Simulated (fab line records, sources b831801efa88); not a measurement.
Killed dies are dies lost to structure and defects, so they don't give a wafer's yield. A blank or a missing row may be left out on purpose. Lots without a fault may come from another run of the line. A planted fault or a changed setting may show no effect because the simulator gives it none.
fab line records | flow gf180mcu
record lots=5 wafers=15 last_day=34
route steps=602 shown DNWELL@32 NWELL@42 LVPWELL@54 MVSD@66
lots that met no fault: from a run of the same line without faults
start_h: hours from the record's first day to the start of the lot's first wafer shown | wait_h: hours since the lot's step before | " the same as in the row above | L1.1+2: a row that stands for several wafers | - no value, or no start given | * or withheld: withheld | < > ~ a bound
route shown NAME@n: a module of which the file shows steps, and the number in the route of the first | usual: mean/standard deviation of fault-free wafers | same: alike in all rows | chamber/n: place in a boat | sites: the reading at each site | _std_site: their standard deviation | _edge_site: outer sites' mean less inner sites' | radius_mm: how far each site lies from the wafer's centre | mask NAME#n: copy n | behind: the tool/chamber that last shaped the wafer | hold: why the lot was held/for how many hours/how that ended | device: the transistor (n, p or np) that didn't switch | end of line: the same wafers' tests at the end of the route | a step without rows: its recipe alone | killed: dies lost to structure and defects at the first sort, not the wafer's yield | map: a wafer's dies, x killed, . not, _ none there
set.NAME: the setting as run; set.NAME@STEP: as run at that earlier step | model.NAME: the simulator's own value behind a step, which no gauge read
lots at some steps of the route; a table a step, a row a wafer
services: from which hour (start_h, from the record's first day; less than 0 if before it) a tool's chamber was out of use, for how many hours, and why
## steps
# step GF_DNWELL_DEHYDRATE_00
# recipe temp_c=200 time_s=60
# usual plate_temp_C=199.99/0.15
# columns lot.wafer tool chamber start_h wait_h plate_temp_C
L090.2 litho_track-04 0 119.99 7.1 199.90
L090.3 " 0 " " 199.85
L090.6 " 0 " " 199.78
L094.1 litho_track-04 0 139.92 7.0 200.07
L094.2 " 0 " " 200.13
L094.4 " 0 " " 199.97
L095.4 litho_track-04 0 146.09 6.9 199.91
L095.5 " 0 " " 199.85
L095.6 " 0 " " 199.95
L096.3 litho_track-04 0 151.07 7.5 199.88
L096.4 " 0 " " 199.92
L096.6 " 0 " " 199.76
L097.1 litho_track-04 0 156.12 7.5 199.94
L097.4 " 0 " " 199.78
L097.6 " 0 " " 199.99
# step GF_DNWELL_HMDS_01
# recipe prime_time_s=60 prime_temp_c=120
# columns lot.wafer tool chamber start_h wait_h
L090.2+3+6 litho_track-04 0 120.14 0.1
L094.1+2+4 litho_track-04 0 140.07 0.1
L095.4+5+6 litho_track-04 0 146.24 0.1
L096.3+4+6 litho_track-04 0 151.22 0.1
L097.1+4+6 litho_track-04 0 156.27 0.1
# step GF_DNWELL_COAT_02
# recipe spin_rpm=2000 resist_thk_nm=3000
# columns lot.wafer tool chamber start_h wait_h
L090.2+3+6 litho_track-04 0 120.29 0.1
L094.1+2+4 litho_track-04 0 140.22 0.1
L095.4+5+6 litho_track-04 0 146.39 0.1
L096.3+4+6 litho_track-04 0 151.37 0.1
L097.1+4+6 litho_track-04 0 156.42 0.1
# step GF_DNWELL_SOFTBAKE_03
# recipe temp_c=110 time_s=withheld
# usual plate_temp_C=110.01/0.16
# columns lot.wafer tool chamber start_h wait_h plate_temp_C
L090.2 litho_track-04 0 120.45 0.1 110.18
L090.3 " 0 " " 110.21
L090.6 " 0 " " 110.18
L094.1 litho_track-04 0 140.37 0.1 110.26
L094.2 " 0 " " 109.99
L094.4 " 0 " " 110.08
L095.4 litho_track-04 0 146.57 0.1 109.93
L095.5 " 0 " " 110.07
L095.6 " 0 " " 109.90
L096.3 litho_track-04 0 151.53 0.1 110.09
L096.4 " 0 " " 109.73
L096.6 " 0 " " 110.03
L097.1 litho_track-04 0 156.57 0.1 110.13
L097.4 " 0 " " 110.11
L097.6 " 0 " " 109.85
# step GF_DNWELL_EXPOSE_04
# recipe mask_id=DNWELL target_cd_nm=1700 na=0.6 source_shape=conventional sigma_outer=0.6 dose_mj=260
# columns lot.wafer tool chamber start_h wait_h mask
L090.2+3+6 iline_stepper-01 0 - - DNWELL#0
L094.1+2+4 iline_stepper-01 0 - - DNWELL#0
L095.4+5+6 iline_stepper-01 0 - - DNWELL#0
L096.3+4+6 iline_stepper-01 0 - - DNWELL#0
L097.1+4+6 iline_stepper-02 0 - - DNWELL#0
# step GF_DNWELL_PEB_05
# recipe temp_c=115 time_s=withheld
# usual plate_temp_C=115.00/0.13
# columns lot.wafer tool chamber start_h wait_h plate_temp_C
L090.2 litho_track-03 0 - - 114.93
L090.3 " 0 " " 115.02
L090.6 " 0 " " 115.19
L094.1 litho_track-03 0 - - 115.09
L094.2 " 0 " " 114.98
L094.4 " 0 " " 115.12
L095.4 litho_track-04 0 - - 115.16
L095.5 " 0 " " 115.01
L095.6 " 0 " " 115.18
L096.3 litho_track-01 0 - - 115.07
L096.4 " 0 " " 115.11
L096.6 " 0 " " 115.07
L097.1 litho_track-01 0 - - 114.75
L097.4 " 0 " " 115.06
L097.6 " 0 " " 115.03
# step GF_DNWELL_DEVELOP_06
# recipe wall_angle_deg=90 develop_time_s=60 dev_temp_c=23
# columns lot.wafer tool chamber start_h wait_h
L090.2+3+6 litho_track-03 0 - -
L094.1+2+4 litho_track-03 0 - -
L095.4+5+6 litho_track-04 0 - -
L096.3+4+6 litho_track-01 0 - -
L097.1+4+6 litho_track-01 0 - -
# step GF_DNWELL_IMPLANT_07
# recipe species=P energy_kev=1500 dose_cm2=1e+13 tilt_deg=0
# usual dose_ions_cm2=9.999e+12/9.6e+09
# columns lot.wafer tool chamber start_h wait_h dose_ions_cm2
L090.2 implanter-01 0 127.68 - 9.992e+12
L090.3 " 0 " " 1.0011e+13
L090.6 " 0 " " 9.994e+12
L094.1 implanter-03 0 148.46 - 1.0003e+13
L094.2 " 0 " " 9.991e+12
L094.4 " 0 " " 9.992e+12
L095.4 implanter-03 0 154.59 - 9.997e+12
L095.5 " 0 " " 9.99e+12
L095.6 " 0 " " 1.0004e+13
L096.3 implanter-04 0 159.03 - 9.994e+12
L096.4 " 0 " " 9.988e+12
L096.6 " 0 " " 9.981e+12
L097.1 implanter-03 0 164.48 - 9.994e+12
L097.4 " 0 " " 1.0013e+13
L097.6 " 0 " " 9.995e+12
# step GF_DNWELL_STRIP_08
# recipe chemistry=O2/N2 power_w=1400 pressure_mtorr=1500 platen_temp_c=250 o2_flow_sccm=3000 n2_flow_sccm=300 overash_fraction=0.5
# usual drypump_motor_current_A=5.7/0.57 heater_power_w=334/21 oes_product_au=0.723/0.0047 strip_time_to_endpoint_s=37.03/0.093
# columns lot.wafer tool chamber start_h wait_h drypump_motor_current_A heater_power_w oes_product_au rf_hours_counter_h strip_time_to_endpoint_s
L090.2 plasma_asher-03 0 127.81 0.1 6.5 304 0.719 50 37.00
L090.3 " 0 " " 6.5 303 0.734 - 37.09
L090.6 " 1 " " 4.9 365 0.718 - 37.12
L094.1 plasma_asher-03 0 148.61 0.1 6.5 305 0.724 52 37.10
L094.2 " 1 " " 4.9 362 0.726 52 37.11
L094.4 " 0 " " 6.5 303 0.723 - 37.09
L095.4 plasma_asher-04 1 154.70 0.1 5.8 344 0.723 - 37.05
L095.5 " 1 " " 5.9 337 0.727 - 37.02
L095.6 " 0 " " 5.7 343 0.718 - 36.94
L096.3 plasma_asher-04 1 159.17 0.1 5.9 350 0.725 - 36.92
L096.4 " 0 " " 5.8 359 0.720 - 36.97
L096.6 " 1 " " 5.9 344 0.723 - 36.93
L097.1 plasma_asher-02 0 164.63 0.1 5.5 322 0.718 59 36.93
L097.4 " 0 " " 5.4 328 0.725 - 36.94
L097.6 " 0 " " 5.4 323 0.723 - 37.09
# step GF_DNWELL_TW_MEAS_09
# usual DNWELL_TW=1361/12
# columns lot.wafer tool chamber start_h wait_h DNWELL_TW
L090.2 film_metro-04 - 127.92 0.1 1370
L090.3 " - " " 1376
L090.6 " - " " 1368
L094.1 film_metro-04 - 148.71 0.1 1380
L094.2 " - " " 1381
L094.4 " - " " 1385
L095.4 film_metro-04 - 154.80 0.1 1373
L095.5 " - " " 1369
L095.6 " - " " 1371
L096.3 film_metro-04 - 159.25 0.1 1372
L096.4 " - " " 1374
L096.6 " - " " 1379
L097.1 film_metro-04 - 164.73 0.1 1372
L097.4 " - " " 1371
L097.6 " - " " 1375
# step GF_NWELL_DEHYDRATE_00
# recipe temp_c=200 time_s=60
# usual plate_temp_C=200.01/0.14
# columns lot.wafer tool chamber start_h wait_h plate_temp_C
L090.2 litho_track-04 0 134.69 6.8 199.81
L090.3 " 0 " " 199.88
L090.6 " 0 " " 199.95
L094.1 litho_track-03 0 156.31 7.6 200.03
L094.2 " 0 " " 199.91
L094.4 " 0 " " 199.93
L095.4 litho_track-03 0 162.48 7.7 199.78
L095.5 " 0 " " 199.96
L095.6 " 0 " " 200.33
L096.3 litho_track-04 0 167.22 8.0 200.13
L096.4 " 0 " " 200.16
L096.6 " 0 " " 200.21
L097.1 litho_track-04 0 172.67 7.9 199.93
L097.4 " 0 " " 199.74
L097.6 " 0 " " 199.98
# step GF_NWELL_HMDS_01
# recipe prime_time_s=60 prime_temp_c=120
# columns lot.wafer tool chamber start_h wait_h
L090.2+3+6 litho_track-04 0 134.84 0.1
L094.1+2+4 litho_track-03 0 156.46 0.1
L095.4+5+6 litho_track-03 0 162.63 0.1
L096.3+4+6 litho_track-04 0 167.37 0.1
L097.1+4+6 litho_track-04 0 172.82 0.1
# step GF_NWELL_COAT_02
# recipe spin_rpm=2017 resist_thk_nm=3000
# columns lot.wafer tool chamber start_h wait_h
L090.2+3+6 litho_track-04 0 134.99 0.1
L094.1+2+4 litho_track-03 0 156.61 0.1
L095.4+5+6 litho_track-03 0 162.78 0.1
L096.3+4+6 litho_track-04 0 167.52 0.1
L097.1+4+6 litho_track-04 0 172.97 0.1
# step GF_NWELL_SOFTBAKE_03
# recipe temp_c=110 time_s=withheld
# usual plate_temp_C=109.98/0.12
# columns lot.wafer tool chamber start_h wait_h plate_temp_C
L090.2 litho_track-04 0 135.15 0.1 109.90
L090.3 " 0 " " 109.89
L090.6 " 0 " " 109.76
L094.1 litho_track-03 0 156.76 0.1 110.00
L094.2 " 0 " " 109.97
L094.4 " 0 " " 109.83
L095.4 litho_track-03 0 162.96 0.1 109.91
L095.5 " 0 " " 109.92
L095.6 " 0 " " 110.04
L096.3 litho_track-04 0 167.68 0.1 109.75
L096.4 " 0 " " 109.86
L096.6 " 0 " " 110.13
L097.1 litho_track-04 0 173.12 0.1 109.90
L097.4 " 0 " " 110.22
L097.6 " 0 " " 110.04
# step GF_NWELL_EXPOSE_04
# recipe mask_id=Nwell target_cd_nm=860 na=0.6 source_shape=conventional sigma_outer=0.6 dose_mj=260
# columns lot.wafer tool chamber start_h wait_h mask
L090.2+3+6 iline_stepper-02 0 - - Nwell#0
L094.1+2+4 iline_stepper-01 0 - - Nwell#0
L095.4+5+6 iline_stepper-01 0 - - Nwell#0
L096.3+4+6 iline_stepper-02 0 - - Nwell#0
L097.1+4+6 iline_stepper-01 0 - - Nwell#0
# step GF_NWELL_PEB_05
# recipe temp_c=115 time_s=withheld
# usual plate_temp_C=115.02/0.14
# columns lot.wafer tool chamber start_h wait_h plate_temp_C
L090.2 litho_track-03 0 - - 115.02
L090.3 " 0 " " 115.08
L090.6 " 0 " " 115.08
L094.1 litho_track-02 0 - - 114.95
L094.2 " 0 " " 115.08
L094.4 " 0 " " 115.04
L095.4 litho_track-03 0 - - 115.11
L095.5 " 0 " " 115.02
L095.6 " 0 " " 115.02
L096.3 litho_track-03 0 - - 115.13
L096.4 " 0 " " 115.11
L096.6 " 0 " " 115.10
L097.1 litho_track-02 0 - - 115.19
L097.4 " 0 " " 115.18
L097.6 " 0 " " 114.99
# step GF_NWELL_DEVELOP_06
# recipe wall_angle_deg=90 develop_time_s=60 dev_temp_c=23
# columns lot.wafer tool chamber start_h wait_h
L090.2+3+6 litho_track-03 0 - -
L094.1+2+4 litho_track-02 0 - -
L095.4+5+6 litho_track-03 0 - -
L096.3+4+6 litho_track-03 0 - -
L097.1+4+6 litho_track-02 0 - -
# step GF_NWELL_OVL_MEAS_07
# usual NWELL_OVL=0.0/1.6
# columns lot.wafer tool chamber start_h wait_h NWELL_OVL[nm]
L090.2 overlay-02 - 142.66 - -1.4
L090.3 " - " " -2.1
L090.6 " - " " -1.2
L094.1 overlay-02 - 165.07 - 0.6
L094.2 " - " " 1.0
L094.4 " - " " 0.9
L095.4 overlay-01 - 171.03 - 2.1
L095.5 " - " " 2.8
L095.6 " - " " 3.1
L096.3 overlay-02 - 176.12 - -2.6
L096.4 " - " " -3.3
L096.6 " - " " -1.9
L097.1 overlay-02 - 180.82 - 1.2
L097.4 " - " " 2.5
L097.6 " - " " 2.1
# step GF_NWELL_IMPLANT_08
# recipe species=P energy_kev=450 dose_cm2=1.5e+13 tilt_deg=0
# usual dose_ions_cm2=1.5e+13/1.4e+10
# columns lot.wafer tool chamber start_h wait_h dose_ions_cm2
L090.2 implanter-03 0 142.72 0.0 1.5002e+13
L090.3 " 0 " " 1.5007e+13
L090.6 " 0 " " 1.5016e+13
L094.1 implanter-01 0 165.11 0.0 1.5007e+13
L094.2 " 0 " " 1.5014e+13
L094.4 " 0 " " 1.5009e+13
L095.4 implanter-02 0 171.12 0.1 1.4985e+13
L095.5 " 0 " " 1.4979e+13
L095.6 " 0 " " 1.4983e+13
L096.3 implanter-02 0 176.19 0.1 1.5011e+13
L096.4 " 0 " " 1.5011e+13
L096.6 " 0 " " 1.4993e+13
L097.1 implanter-01 0 180.86 0.0 1.4977e+13
L097.4 " 0 " " 1.5011e+13
L097.6 " 0 " " 1.5004e+13
# step GF_NWELL_IMPLANT_09
# recipe species=P energy_kev=157.7 dose_cm2=4e+12 tilt_deg=0
# usual dose_ions_cm2=4e+12/4.7e+09
# columns lot.wafer tool chamber start_h wait_h dose_ions_cm2
L090.2 implanter-03 0 142.87 0.1 4.001e+12
L090.3 " 0 " " 3.996e+12
L090.6 " 0 " " 3.995e+12
L094.1 implanter-01 0 165.26 0.1 3.992e+12
L094.2 " 0 " " 3.996e+12
L094.4 " 0 " " 4e+12
L095.4 implanter-02 0 171.27 0.1 4.003e+12
L095.5 " 0 " " 4e+12
L095.6 " 0 " " 4.008e+12
L096.3 implanter-02 0 176.34 0.1 4.001e+12
L096.4 " 0 " " 3.997e+12
L096.6 " 0 " " 4.001e+12
L097.1 implanter-01 0 181.01 0.1 3.999e+12
L097.4 " 0 " " 4.003e+12
L097.6 " 0 " " 4.005e+12
# step GF_NWELL_STRIP_10
# recipe chemistry=O2/N2 power_w=1400 pressure_mtorr=1500 platen_temp_c=250 o2_flow_sccm=3000 n2_flow_sccm=300 overash_fraction=0.5
# usual drypump_motor_current_A=5.8/0.36 heater_power_w=341/19 oes_product_au=0.723/0.005 strip_time_to_endpoint_s=36.88/0.088
# columns lot.wafer tool chamber start_h wait_h drypump_motor_current_A heater_power_w oes_product_au rf_hours_counter_h strip_time_to_endpoint_s
L090.2 plasma_asher-02 1 142.99 0.1 5.6 320 0.726 56 36.90
L090.3 " 0 " " 5.4 330 0.722 - 36.99
L090.6 " 1 " " 5.6 332 0.715 - 36.92
L094.1 plasma_asher-02 0 165.41 0.1 5.4 334 0.728 59 36.99
L094.2 " 1 " " 5.6 319 0.722 59 37.02
L094.4 " 1 " " 5.6 326 0.727 - 37.03
L095.4 plasma_asher-01 0 171.38 0.1 6.4 357 0.723 - 36.88
L095.5 " 0 " " 6.4 354 0.722 - 37.01
L095.6 " 1 " " 6.4 385 0.724 - 36.88
L096.3 plasma_asher-02 1 176.48 0.1 5.6 322 0.723 - 36.84
L096.4 " 0 " " 5.4 325 0.726 - 36.85
L096.6 " 0 " " 5.5 323 0.726 - 36.79
L097.1 plasma_asher-04 1 181.16 0.1 5.9 340 0.720 7 36.95
L097.4 " 1 " " 5.9 337 0.728 - 36.89
L097.6 " 1 " " 5.8 352 0.719 - 36.98
# step GF_NWELL_TW_MEAS_11
# usual NWELL_TW=1565/11
# columns lot.wafer tool chamber start_h wait_h NWELL_TW
L090.2 film_metro-01 - 143.10 0.1 1544
L090.3 " - " " 1546
L090.6 " - " " 1553
L094.1 film_metro-02 - 165.51 0.1 1566
L094.2 " - " " 1572
L094.4 " - " " 1578
L095.4 film_metro-02 - 171.47 0.1 1566
L095.5 " - " " 1569
L095.6 " - " " 1564
L096.3 film_metro-01 - 176.56 0.1 1573
L096.4 " - " " 1572
L096.6 " - " " 1572
L097.1 film_metro-02 - 181.26 0.1 1579
L097.4 " - " " 1575
L097.6 " - " " 1572
# step GF_LVPWELL_DEHYDRATE_00
# recipe temp_c=200 time_s=60
# usual plate_temp_C=200.01/0.15
# columns lot.wafer tool chamber start_h wait_h plate_temp_C
L090.2 litho_track-04 0 150.09 7.0 200.11
L090.3 " 0 " " 199.97
L090.6 " 0 " " 199.79
L094.1 litho_track-01 0 173.28 7.8 199.90
L094.2 " 0 " " 200.00
L094.4 " 0 " " 200.08
L095.4 litho_track-01 0 178.96 7.5 200.06
L095.5 " 0 " " 199.92
L095.6 " 0 " " 199.93
L096.3 litho_track-04 0 184.27 7.7 200.13
L096.4 " 0 " " 200.09
L096.6 " 0 " " 199.94
L097.1 litho_track-01 0 189.53 8.3 199.86
L097.4 " 0 " " 199.86
L097.6 " 0 " " 200.23
# step GF_LVPWELL_HMDS_01
# recipe prime_time_s=60 prime_temp_c=120
# columns lot.wafer tool chamber start_h wait_h
L090.2+3+6 litho_track-04 0 150.24 0.1
L094.1+2+4 litho_track-01 0 173.43 0.1
L095.4+5+6 litho_track-01 0 179.11 0.1
L096.3+4+6 litho_track-04 0 184.42 0.1
L097.1+4+6 litho_track-01 0 189.68 0.1
# step GF_LVPWELL_COAT_02
# recipe spin_rpm=2000 resist_thk_nm=3000
# columns lot.wafer tool chamber start_h wait_h
L090.2+3+6 litho_track-04 0 150.39 0.1
L094.1+2+4 litho_track-01 0 173.58 0.1
L095.4+5+6 litho_track-01 0 179.26 0.1
L096.3+4+6 litho_track-04 0 184.57 0.1
L097.1+4+6 litho_track-01 0 189.83 0.1
# step GF_LVPWELL_SOFTBAKE_03
# recipe temp_c=110 time_s=withheld
# usual plate_temp_C=110.00/0.14
# columns lot.wafer tool chamber start_h wait_h plate_temp_C
L090.2 litho_track-04 0 150.55 0.1 110.13
L090.3 " 0 " " 110.10
L090.6 " 0 " " 110.06
L094.1 litho_track-01 0 173.73 0.1 110.11
L094.2 " 0 " " 109.91
L094.4 " 0 " " 110.10
L095.4 litho_track-01 0 179.43 0.1 109.71
L095.5 " 0 " " 110.02
L095.6 " 0 " " 110.00
L096.3 litho_track-04 0 184.73 0.1 109.82
L096.4 " 0 " " 110.04
L096.6 " 0 " " 109.91
L097.1 litho_track-01 0 189.98 0.1 109.84
L097.4 " 0 " " 109.85
L097.6 " 0 " " 109.98
# step GF_LVPWELL_EXPOSE_04
# recipe mask_id=LVPWELL target_cd_nm=600 na=0.6 source_shape=conventional sigma_outer=0.6 dose_mj=260
# columns lot.wafer tool chamber start_h wait_h mask
L090.2+3+6 iline_stepper-02 0 - - LVPWELL#0
L094.1+2+4 iline_stepper-01 0 - - LVPWELL#0
L095.4+5+6 iline_stepper-01 0 - - LVPWELL#0
L096.3+4+6 iline_stepper-02 0 - - LVPWELL#0
L097.1+4+6 iline_stepper-02 0 - - LVPWELL#0
# step GF_LVPWELL_PEB_05
# recipe temp_c=115 time_s=withheld
# usual plate_temp_C=114.99/0.12
# columns lot.wafer tool chamber start_h wait_h plate_temp_C
L090.2 litho_track-01 0 - - 114.93
L090.3 " 0 " " 115.06
L090.6 " 0 " " 114.95
L094.1 litho_track-01 0 - - 114.94
L094.2 " 0 " " 114.94
L094.4 " 0 " " 114.80
L095.4 litho_track-02 0 - - 115.07
L095.5 " 0 " " 114.93
L095.6 " 0 " " 115.01
L096.3 litho_track-01 0 - - 115.11
L096.4 " 0 " " 114.91
L096.6 " 0 " " 115.18
L097.1 litho_track-02 0 - - 115.05
L097.4 " 0 " " 114.98
L097.6 " 0 " " 115.19
# step GF_LVPWELL_DEVELOP_06
# recipe wall_angle_deg=90 develop_time_s=60 dev_temp_c=23
# columns lot.wafer tool chamber start_h wait_h
L090.2+3+6 litho_track-01 0 - -
L094.1+2+4 litho_track-01 0 - -
L095.4+5+6 litho_track-02 0 - -
L096.3+4+6 litho_track-01 0 - -
L097.1+4+6 litho_track-02 0 - -
# step GF_LVPWELL_OVL_MEAS_07
# usual LVPWELL_OVL=-0.4/1.1
# columns lot.wafer tool chamber start_h wait_h LVPWELL_OVL[nm]
L090.2 overlay-01 - 158.34 - -1.8
L090.3 " - " " -0.6
L090.6 " - " " -1.8
L094.1 overlay-01 - 181.88 - -0.1
L094.2 " - " " -0.8
L094.4 " - " " -1.1
L095.4 overlay-02 - 187.64 - -0.9
L095.5 " - " " -1.0
L095.6 " - " " 0.7
L096.3 overlay-01 - 192.49 - -1.6
L096.4 " - " " -2.5
L096.6 " - " " -1.6
L097.1 overlay-01 - 198.12 - -1.4
L097.4 " - " " -2.4
L097.6 " - " " -1.5
# step GF_LVPWELL_IMPLANT_08
# recipe species=B energy_kev=170 dose_cm2=1.5e+13 tilt_deg=0
# usual dose_ions_cm2=1.4999e+13/1.7e+10
# columns lot.wafer tool chamber start_h wait_h dose_ions_cm2
L090.2 implanter-04 0 158.39 0.0 1.4989e+13
L090.3 " 0 " " 1.5014e+13
L090.6 " 0 " " 1.5002e+13
L094.1 implanter-04 0 181.92 0.0 1.4991e+13
L094.2 " 0 " " 1.4997e+13
L094.4 " 0 " " 1.5005e+13
L095.4 implanter-04 0 187.73 0.1 1.5001e+13
L095.5 " 0 " " 1.5013e+13
L095.6 " 0 " " 1.5002e+13
L096.3 implanter-02 0 192.57 0.1 1.5e+13
L096.4 " 0 " " 1.4978e+13
L096.6 " 0 " " 1.4969e+13
L097.1 implanter-04 0 198.16 0.0 1.497e+13
L097.4 " 0 " " 1.4987e+13
L097.6 " 0 " " 1.4975e+13
# step GF_LVPWELL_IMPLANT_09
# recipe species=B energy_kev=60 dose_cm2=5e+12 tilt_deg=0
# usual dose_ions_cm2=5e+12/5.1e+09
# columns lot.wafer tool chamber start_h wait_h dose_ions_cm2
L090.2 implanter-04 0 158.54 0.1 5.007e+12
L090.3 " 0 " " 5.004e+12
L090.6 " 0 " " 5.013e+12
L094.1 implanter-04 0 182.07 0.1 4.996e+12
L094.2 " 0 " " 4.996e+12
L094.4 " 0 " " 4.994e+12
L095.4 implanter-04 0 187.88 0.1 4.998e+12
L095.5 " 0 " " 5.003e+12
L095.6 " 0 " " 4.994e+12
L096.3 implanter-02 0 192.72 0.1 5.009e+12
L096.4 " 0 " " 5e+12
L096.6 " 0 " " 4.993e+12
L097.1 implanter-04 0 198.31 0.1 4.993e+12
L097.4 " 0 " " 5.003e+12
L097.6 " 0 " " 4.993e+12
# step GF_LVPWELL_STRIP_10
# recipe chemistry=O2/N2 power_w=1400 pressure_mtorr=1500 platen_temp_c=250 o2_flow_sccm=3000 n2_flow_sccm=300 overash_fraction=0.5
# usual drypump_motor_current_A=5.9/0.59 heater_power_w=346/24 oes_product_au=0.722/0.0044 strip_time_to_endpoint_s=36.97/0.11
# columns lot.wafer tool chamber start_h wait_h drypump_motor_current_A heater_power_w oes_product_au rf_hours_counter_h strip_time_to_endpoint_s
L090.2 plasma_asher-04 1 158.67 0.1 5.9 346 0.723 4 37.11
L090.3 " 0 " " 5.7 344 0.723 - 37.08
L090.6 " 1 " " 5.8 340 0.724 - 37.13
L094.1 plasma_asher-01 0 182.22 0.1 6.4 349 0.727 41 36.78
L094.2 " 1 " " 6.4 394 0.732 41 36.87
L094.4 " 1 " " 6.4 380 0.724 - 36.81
L095.4 plasma_asher-03 0 187.99 0.1 6.5 300 0.728 - 36.86
L095.5 " 0 " " 6.5 308 0.730 - 36.74
L095.6 " 1 " " 4.9 353 0.723 - 36.77
L096.3 plasma_asher-04 1 192.85 0.1 5.9 339 0.715 - 37.06
L096.4 " 0 " " 5.8 351 0.721 - 37.01
L096.6 " 1 " " 5.9 348 0.727 - 36.91
L097.1 plasma_asher-03 1 198.46 0.1 4.9 364 0.716 57 36.86
L097.4 " 1 " " 4.9 358 0.723 - 36.86
L097.6 " 0 " " 6.5 310 0.730 - 36.85
# step GF_LVPWELL_TW_MEAS_11
# usual LVPWELL_TW=557/4.2
# columns lot.wafer tool chamber start_h wait_h LVPWELL_TW
L090.2 film_metro-02 - 158.78 0.1 561
L090.3 " - " " 557
L090.6 " - " " 558
L094.1 film_metro-03 - 182.32 0.1 562
L094.2 " - " " 560
L094.4 " - " " 563
L095.4 film_metro-03 - 188.09 0.1 561
L095.5 " - " " 557
L095.6 " - " " 559
L096.3 film_metro-02 - 192.94 0.1 559
L096.4 " - " " 557
L096.6 " - " " 559
L097.1 film_metro-01 - 198.56 0.1 554
L097.4 " - " " 557
L097.6 " - " " 550
# step GF_MVSD_DEHYDRATE_00
# recipe temp_c=200 time_s=60
# usual plate_temp_C=200.02/0.16
# columns lot.wafer tool chamber start_h wait_h plate_temp_C
L090.2 litho_track-02 0 166.30 7.5 200.06
L090.3 " 0 " " 200.54
L090.6 " 0 " " 200.17
L094.1 litho_track-03 0 190.41 8.1 200.08
L094.2 " 0 " " 200.11
L094.4 " 0 " " 199.94
L095.4 litho_track-02 0 196.00 7.9 199.94
L095.5 " 0 " " 200.25
L095.6 " 0 " " 199.99
L096.3 litho_track-02 0 200.52 7.6 199.89
L096.4 " 0 " " 199.63
L096.6 " 0 " " 199.78
L097.1 litho_track-01 0 206.38 7.8 200.36
L097.4 " 0 " " 200.36
L097.6 " 0 " " 200.24
# step GF_MVSD_HMDS_01
# recipe prime_time_s=60 prime_temp_c=120
# columns lot.wafer tool chamber start_h wait_h
L090.2+3+6 litho_track-02 0 166.45 0.1
L094.1+2+4 litho_track-03 0 190.56 0.1
L095.4+5+6 litho_track-02 0 196.15 0.1
L096.3+4+6 litho_track-02 0 200.67 0.1
L097.1+4+6 litho_track-01 0 206.53 0.1
# step GF_MVSD_COAT_02
# recipe spin_rpm=2000 resist_thk_nm=3000
# columns lot.wafer tool chamber start_h wait_h
L090.2+3+6 litho_track-02 0 166.60 0.1
L094.1+2+4 litho_track-03 0 190.71 0.1
L095.4+5+6 litho_track-02 0 196.30 0.1
L096.3+4+6 litho_track-02 0 200.82 0.1
L097.1+4+6 litho_track-01 0 206.68 0.1
# step GF_MVSD_SOFTBAKE_03
# recipe temp_c=110 time_s=withheld
# usual plate_temp_C=110.02/0.12
# columns lot.wafer tool chamber start_h wait_h plate_temp_C
L090.2 litho_track-02 0 166.76 0.1 110.05
L090.3 " 0 " " 110.05
L090.6 " 0 " " 110.00
L094.1 litho_track-03 0 190.86 0.1 110.14
L094.2 " 0 " " 109.94
L094.4 " 0 " " 110.22
L095.4 litho_track-02 0 196.47 0.1 110.00
L095.5 " 0 " " 109.97
L095.6 " 0 " " 109.97
L096.3 litho_track-02 0 200.99 0.1 109.77
L096.4 " 0 " " 109.94
L096.6 " 0 " " 109.75
L097.1 litho_track-01 0 206.83 0.1 110.01
L097.4 " 0 " " 110.05
L097.6 " 0 " " 110.18
# step GF_MVSD_EXPOSE_04
# recipe mask_id=MVSD target_cd_nm=1000 na=0.6 source_shape=conventional sigma_outer=0.6 dose_mj=260
# columns lot.wafer tool chamber start_h wait_h mask
L090.2+3+6 iline_stepper-01 0 - - MVSD#0
L094.1+2+4 iline_stepper-01 0 - - MVSD#0
L095.4+5+6 iline_stepper-01 0 - - MVSD#0
L096.3+4+6 iline_stepper-02 0 - - MVSD#0
L097.1+4+6 iline_stepper-02 0 - - MVSD#0
# step GF_MVSD_PEB_05
# recipe temp_c=115 time_s=withheld
# usual plate_temp_C=114.99/0.12
# columns lot.wafer tool chamber start_h wait_h plate_temp_C
L090.2 litho_track-03 0 - - 114.93
L090.3 " 0 " " 114.88
L090.6 " 0 " " 114.92
L094.1 litho_track-02 0 - - 115.03
L094.2 " 0 " " 114.95
L094.4 " 0 " " 115.01
L095.4 litho_track-02 0 - - 115.10
L095.5 " 0 " " 115.00
L095.6 " 0 " " 115.30
L096.3 litho_track-02 0 - - 115.08
L096.4 " 0 " " 115.18
L096.6 " 0 " " 115.02
L097.1 litho_track-02 0 - - 115.04
L097.4 " 0 " " 115.05
L097.6 " 0 " " 115.15
# step GF_MVSD_DEVELOP_06
# recipe wall_angle_deg=90 develop_time_s=60 dev_temp_c=23
# columns lot.wafer tool chamber start_h wait_h
L090.2+3+6 litho_track-03 0 - -
L094.1+2+4 litho_track-02 0 - -
L095.4+5+6 litho_track-02 0 - -
L096.3+4+6 litho_track-02 0 - -
L097.1+4+6 litho_track-02 0 - -
# step GF_MVSD_OVL_MEAS_07
# usual MVSD_OVL=0.1/1.5
# columns lot.wafer tool chamber start_h wait_h MVSD_OVL[nm]
L090.2 overlay-01 - 174.81 - -0.1
L090.3 " - " " 1.0
L090.6 " - " " 0.9
L094.1 overlay-01 - 198.77 - 0.3
L094.2 " - " " 1.9
L094.4 " - " " 1.1
L095.4 overlay-01 - 204.59 - 0.4
L095.5 " - " " -0.6
L095.6 " - " " -0.9
L096.3 overlay-02 - 209.99 - -1.3
L096.4 " - " " -2.9
L096.6 " - " " -2.1
L097.1 overlay-02 - 215.17 - -1.3
L097.4 " - " " -1.7
L097.6 " - " " -1.0
## services
# columns tool chamber start_h hours kind
implanter-01 - 103.38 4.1 repair
iline_stepper-01 - 105.11 1.7 pm
implanter-02 - 106.94 3.2 pm
plasma_asher-04 - 108.80 9.0 pm
plasma_asher-04 0 108.80 9.0 vent_cycle
plasma_asher-04 1 108.80 9.0 vent_cycle
iline_stepper-02 - 111.09 1.7 pm
iline_stepper-01 0 111.35 - calibration
implanter-03 - 117.01 4.2 pm
implanter-01 - 117.06 6.6 repair
plasma_asher-04 0 117.80 - clean
plasma_asher-04 1 117.80 - clean
plasma_asher-03 - 121.37 2.8 pm
implanter-02 - 130.15 1.7 repair
implanter-02 - 132.13 0.8 repair
plasma_asher-01 - 134.27 1.2 repair
implanter-04 - 140.02 2.3 repair
iline_stepper-02 - 141.20 0.8 repair
implanter-01 - 170.47 3.1 pm
implanter-01 - 175.27 4.1 repair
implanter-03 - 175.65 13.4 repair
implanter-02 - 179.19 7.7 repair
implanter-01 - 208.59 1.0 repair
iline_stepper-02 0 212.20 - calibration
## key
fault none
